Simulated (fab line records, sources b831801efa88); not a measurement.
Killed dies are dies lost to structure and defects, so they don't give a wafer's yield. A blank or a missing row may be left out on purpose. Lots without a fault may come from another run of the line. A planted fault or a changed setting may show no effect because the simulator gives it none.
Which tool did it? | flow sky130 | 14 lots, 42 wafers sampled, at 6 steps of a route of 708

WHAT THE GAUGES READ, wafer by wafer
SKY_FIELD_ISO_THK_MEAS_02.
lot  | measured    | on            | FIELD_ISO_OXIDATION_00_THK (nm)
L253 | day 1 11:38 | film_metro-01 | 12.50 12.13 12.26
L255 | day 1 23:28 | film_metro-01 | 12.03 12.30 12.17
L256 | day 2 02:40 | film_metro-03 | 11.88 12.11 12.03
L259 | day 2 17:38 | film_metro-04 | 11.87 11.82 11.71
L260 | day 2 22:39 | film_metro-03 | 11.74 11.99 11.80
L261 | day 3 03:38 | film_metro-03 | 11.83 11.74 11.74
L262 | day 3 08:38 | film_metro-04 | 12.26 12.28 12.19
L264 | day 3 18:58 | film_metro-01 | 11.73 12.07 11.99
L266 | day 4 05:55 | film_metro-04 | 12.07 12.05 11.99
L267 | day 4 10:14 | film_metro-01 | 11.74 11.92 11.54
L268 | day 4 15:07 | film_metro-01 | 12.34 12.03 12.09
L269 | day 4 19:40 | film_metro-04 | 11.97 11.84 11.99
L273 | day 5 17:25 | film_metro-03 | 11.82 11.85 12.09
L276 | day 6 06:38 | film_metro-04 | 11.73 11.52 11.70

SKY_PWDE_OVL_MEAS_07.
lot  | measured    | on         | PWDE_OVL (nm)
L253 | day 3 19:35 | overlay-01 | 3.2 1.9 1.7
L255 | day 4 08:10 | overlay-01 | 2.2 1.8 0.6
L256 | day 4 14:41 | overlay-01 | 0.8 0.2 -0.6
L259 | day 5 07:07 | overlay-02 | -0.7 -2.5 -0.3
L260 | day 5 13:46 | overlay-01 | 1.8 0.8 -0.4
L261 | day 5 17:31 | overlay-01 | -0.6 -1.1 1.2
L262 | day 5 22:58 | overlay-01 | 1.0 1.1 2.3
L264 | day 6 09:13 | overlay-01 | -0.6 -0.9 -0.6
L266 | day 6 23:53 | overlay-02 | 1.9 0.7 -1.9
L267 | day 7 03:41 | overlay-02 | 2.7 -0.1 2.0
L268 | day 7 11:08 | overlay-02 | -1.4 0.3 -1.5
L269 | day 7 16:39 | overlay-01 | - - -
L273 | day 8 12:14 | overlay-02 | - - -
L276 | day 9 09:20 | overlay-01 | 2.0 4.3 2.6

SKY_PWDE_TW_MEAS_10.
lot  | measured    | on            | PWDE_TW
L253 | day 3 19:54 | film_metro-02 | 371.6 369.1 369.5
L255 | day 4 08:26 | film_metro-02 | 372.0 368.9 371.4
L256 | day 4 14:59 | film_metro-04 | 368.0 369.9 370.1
L259 | day 5 07:25 | film_metro-02 | 369.2 368.7 369.4
L260 | day 5 14:03 | film_metro-02 | 370.4 369.5 371.8
L261 | day 5 17:49 | film_metro-03 | 375.1 373.3 374.1
L262 | day 5 23:15 | film_metro-03 | 375.6 373.6 373.4
L264 | day 6 09:29 | film_metro-02 | 370.4 368.4 369.4
L266 | day 7 00:11 | film_metro-02 | 370.2 371.4 370.1
L267 | day 7 03:59 | film_metro-03 | 375.0 373.7 373.6
L268 | day 7 11:25 | film_metro-02 | 369.4 372.0 371.5
L269 | day 7 16:57 | film_metro-03 | 30.2 30.2 29.8
L273 | day 8 12:31 | film_metro-04 | 29.5 29.6 29.5
L276 | day 9 09:37 | film_metro-04 | 369.9 371.1 368.9

SKY_VT_ADJUST_LVTN_OVL_MEAS_18.
lot  | measured     | on         | VT_ADJUST_LVTN_01_OVL (nm)
L253 | day 7 15:58  | overlay-02 | -0.1 -0.4 -0.7
L255 | day 8 06:34  | overlay-01 | -0.3 0.9 -1.0
L256 | day 8 14:00  | overlay-01 | -0.3 -0.3 -0.1
L259 | day 9 11:32  | overlay-02 | 0.8 -1.3 -1.8
L260 | day 9 17:59  | overlay-01 | 2.5 1.8 2.5
L261 | day 9 22:37  | overlay-02 | 1.1 -0.1 1.5
L262 | day 10 03:47 | overlay-02 | -0.3 0.7 0.8
L264 | day 10 19:22 | overlay-01 | -2.0 -1.6 -1.5
L266 | day 11 11:32 | overlay-02 | -0.4 -1.7 0.7
L267 | day 11 16:23 | overlay-01 | 1.4 1.0 0.7
L268 | day 12 03:17 | overlay-01 | 1.7 -0.1 0.2
L269 | day 12 09:57 | overlay-02 | -0.1 -0.8 -3.0
L273 | day 13 11:43 | overlay-02 | -0.2 0.0 -0.6
L276 | day 14 14:02 | overlay-02 | -2.8 -1.2 -2.6

WHICH TOOL RAN EACH LOT (tool, then ch and the chambers of the sampled wafers, then the start)
lot  | SKY_PWDE_DEVELOP_06              | SKY_VT_ADJUST_HVTP_STRIP_10
L253 | litho_track-03 ch 0, day 3 19:00 | plasma_asher-03 ch 0,1, day 6 01:19
L255 | litho_track-04 ch 0, day 4 08:00 | plasma_asher-04 ch 0,1, day 6 15:38
L256 | litho_track-02 ch 0, day 4 14:00 | plasma_asher-02 ch 0,1, day 6 22:40
L259 | litho_track-02 ch 0, day 5 06:00 | plasma_asher-02 ch 0,1, day 7 16:43
L260 | litho_track-04 ch 0, day 5 13:00 | plasma_asher-02 ch 0,1, day 7 23:56
L261 | litho_track-02 ch 0, day 5 17:00 | plasma_asher-04 ch 0,1, day 8 03:29
L262 | litho_track-04 ch 0, day 5 22:00 | plasma_asher-02 ch 0, day 8 09:44
L264 | litho_track-04 ch 0, day 6 09:00 | plasma_asher-04 ch 0,1, day 8 23:13
L266 | litho_track-03 ch 0, day 6 23:00 | plasma_asher-04 ch 0,1, day 9 13:44
L267 | litho_track-03 ch 0, day 7 03:00 | plasma_asher-04 ch 0,1, day 9 18:16
L268 | litho_track-02 ch 0, day 7 10:00 | plasma_asher-02 ch 0,1, day 10 02:59
L269 | litho_track-03 ch 0, day 7 16:00 | plasma_asher-04 ch 0,1, day 10 10:25
L273 | litho_track-03 ch 0, day 8 12:00 | plasma_asher-03 ch 0,1, day 11 09:20
L276 | litho_track-02 ch 0, day 9 09:00 | plasma_asher-03 ch 0,1, day 12 09:55
- SKY_PWDE_DEVELOP_06: develop time 60 s.
- SKY_VT_ADJUST_HVTP_STRIP_10: strips in O2/N2.

WHAT THE TOOLS THEMSELVES READ (means of the sampled wafers that have a number; where no wafer has one, the mark that the record gives instead)
SKY_VT_ADJUST_HVTP_STRIP_10.
lot  | tool            | drypump_motor_current_A (A) | oes_product_au (a.u.) | strip_time_to_endpoint_s (s)
L253 | plasma_asher-03 | 5.70                        | 0.714                 | 14.20
L255 | plasma_asher-04 | 5.32                        | 0.718                 | 14.17
L256 | plasma_asher-02 | 5.55                        | 0.714                 | 14.15
L259 | plasma_asher-02 | 5.57                        | 0.714                 | 14.18
L260 | plasma_asher-02 | 5.47                        | 0.716                 | 14.16
L261 | plasma_asher-04 | 5.47                        | 0.716                 | 14.18
L262 | plasma_asher-02 | 5.34                        | 0.715                 | 14.14
L264 | plasma_asher-04 | 5.31                        | 0.713                 | 14.17
L266 | plasma_asher-04 | 5.32                        | 0.716                 | 14.15
L267 | plasma_asher-04 | 5.32                        | 0.715                 | 14.18
L268 | plasma_asher-02 | 5.58                        | 0.717                 | 14.23
L269 | plasma_asher-04 | 5.32                        | 0.720                 | 14.20
L273 | plasma_asher-03 | 5.63                        | 0.719                 | 14.17
L276 | plasma_asher-03 | 5.64                        | 0.716                 | 14.18

THE ANSWER, worked out from the rows above alone
Rule: what is usual is taken from the lots themselves. Put in order of their means at a reading, lots are off if they are a third of the lots or fewer, leave a main group of 4 or more, and stand apart from it by a gap of 3 or more times the standard deviation of the main group's means; of several such gaps the widest counts. A main group whose means are all the same, to the digits that the tables above print for the reading, isn't used. A lot without any number at a reading at which 4 lots or more have one is off too. The other lots that the step has rows for count as sound. The gauges are gone through in route order, then the tools' own readings, and for those a lot's mean is taken as printed above. The first step at which some lot is off is used, and at that step the reading that is off furthest; a lot without a number counts as furthest.
Off: L269, L273, at SKY_PWDE_OVL_MEAS_07 (PWDE_OVL). Without a number there: L269, L273. The main group: mean 0.7 nm, standard deviation 1.2.
A tool fits if, at a process step before that reading, it ran every lot that is off, and no sound lot after the first of them. The gauges at SKY_PWDE_OVL_MEAS_07 aren't tried: what is off there is off at SKY_PWDE_TW_MEAS_10 too, on other tools, and a gauge's error can't cause that. One fits: litho_track-03 at SKY_PWDE_DEVELOP_06. Its last sound lot is L267 (day 7 03:00), its first lot that is off L269 (day 7 16:00): a fault that began between those two fits.

WHAT THE SIMULATOR HAD PUT IN
Process parameter drift: litho_track-03, from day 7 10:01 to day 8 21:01, at SKY_PWDE_DEVELOP_06. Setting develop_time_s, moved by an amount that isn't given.
Lots struck among those shown: L269, L273. The rule above found the same.
